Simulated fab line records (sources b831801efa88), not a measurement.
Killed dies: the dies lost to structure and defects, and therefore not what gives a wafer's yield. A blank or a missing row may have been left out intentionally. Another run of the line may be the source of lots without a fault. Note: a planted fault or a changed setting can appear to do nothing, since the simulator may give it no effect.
Which of the tools did it? ; flow sky130 ; 15 lots with 43 wafers sampled at 2 steps, on a route of 708 steps

## WHAT THE GAUGES SHOWED, per wafer
SKY_VIA3_CD_MEAS_12: the cd target is 200 nm.
lot;measured;on;cd nm (nm)
L168;day 39 10:02;cd sem-02;201.3 200.1 200.6
L169;day 39 18:55;cd sem-02;201.4 201.6 201.2
L170;day 40 11:12;cd sem-01;202.7 201.7 200.9
L174;day 41 16:10;cd sem-01;198.4 198.2
L175;day 41 22:33;cd sem-02;199.6 200.9
L178;day 42 17:43;cd sem-01;199.4 201.1 200.3
L182;day 43 20:37;cd sem-01;201.0 198.9 200.2
L184;day 44 05:03;cd sem-02;199.5 201.4 201.0
L185;day 44 14:49;cd sem-02;200.3 199.7 198.8
L186;day 44 17:50;cd sem-01;199.7 199.5 200.2
L187;day 45 03:43;cd sem-01;200.6 200.8 199.7
L188;day 45 07:40;cd sem-02;198.0 198.9 199.2
L189;day 45 19:55;cd sem-01;200.2 198.7 199.5
L190;day 45 23:03;cd sem-01;200.2 199.1 200.5
L191;day 46 04:10;cd sem-02;198.9 199.4 200.0

## WHICH TOOL RAN EACH LOT (tool, then ch and the chambers of the sampled wafers, then the start)
lot;SKY_METAL3_STRIP_19
L168;plasma asher-03 ch 0,1, day 38 07:55
L169;plasma asher-02 ch 0,1, day 38 16:51
L170;plasma asher-03 ch 0,1, day 39 09:13
L174;plasma asher-02 ch 1, day 40 14:50
L175;plasma asher-01 ch 0, day 40 21:25
L178;plasma asher-01 ch 0,1, day 41 17:08
L182;plasma asher-01 ch 0,1, day 42 20:17
L184;plasma asher-01 ch 0, day 43 04:44
L185;plasma asher-02 ch 0,1, day 43 14:59
L186;plasma asher-02 ch 0,1, day 43 18:15
L187;plasma asher-01 ch 1, day 44 04:16
L188;plasma asher-03 ch 0,1, day 44 08:25
L189;plasma asher-02 ch 0, day 44 21:29
L190;plasma asher-01 ch 0,1, day 45 00:55
L191;plasma asher-01 ch 1, day 45 06:13
- SKY_METAL3_STRIP_19: strips in O2/N2.

## AS READ BY THE TOOLS THEMSELVES (means over the sampled wafers that have a number; for cases with no such wafer, the mark the record gives instead)
SKY_METAL3_STRIP_19.
lot;tool;drypump motor current A (A);oes product au (a.u.);strip time to endpoint s (s)
L168;plasma asher-03;5.6;0.504;6.60
L169;plasma asher-02;5.2;0.512;6.60
L170;plasma asher-03;5.9;0.503;6.62
L174;plasma asher-02;4.8;0.502;6.53
L175;plasma asher-01;5.2;0.506;6.50
L178;plasma asher-01;5.8;0.507;6.64
L182;plasma asher-01;5.8;0.498;6.51
L184;plasma asher-01;5.2;0.505;6.59
L185;plasma asher-02;5.7;0.505;6.55
L186;plasma asher-02;5.6;0.505;6.58
L187;plasma asher-01;6.0;0.498;6.53
L188;plasma asher-03;5.6;0.503;6.58
L189;plasma asher-02;6.0;0.505;6.56
L190;plasma asher-01;5.8;0.504;6.58
L191;plasma asher-01;6.1;0.505;6.63

## THE ANSWER, worked out from the rows above alone
Rule: the usual values come from the lots themselves. Put in order of their means at a reading, lots are off if they are a third of the lots or fewer, leave a main group of 4 or more, and stand apart from it by a gap of 3 or more times the standard deviation of the main group's means; of several such gaps the widest counts. A main group is skipped when, at the precision printed for the reading in the tables above, its means are all equal. A lot without any number at a reading at which 4 lots or more have one is off too. All remaining lots with rows at the step are treated as sound. Order of review: gauges by route order, followed by the tools' own readings, for which a lot's mean as printed above is used. At the first step where some lot is off, the reading lying furthest off is the one used; lots without a number count as furthest.
No lot is off at any reading shown: from this, nothing can be told.

## WHAT THE SIMULATOR HAD PUT IN
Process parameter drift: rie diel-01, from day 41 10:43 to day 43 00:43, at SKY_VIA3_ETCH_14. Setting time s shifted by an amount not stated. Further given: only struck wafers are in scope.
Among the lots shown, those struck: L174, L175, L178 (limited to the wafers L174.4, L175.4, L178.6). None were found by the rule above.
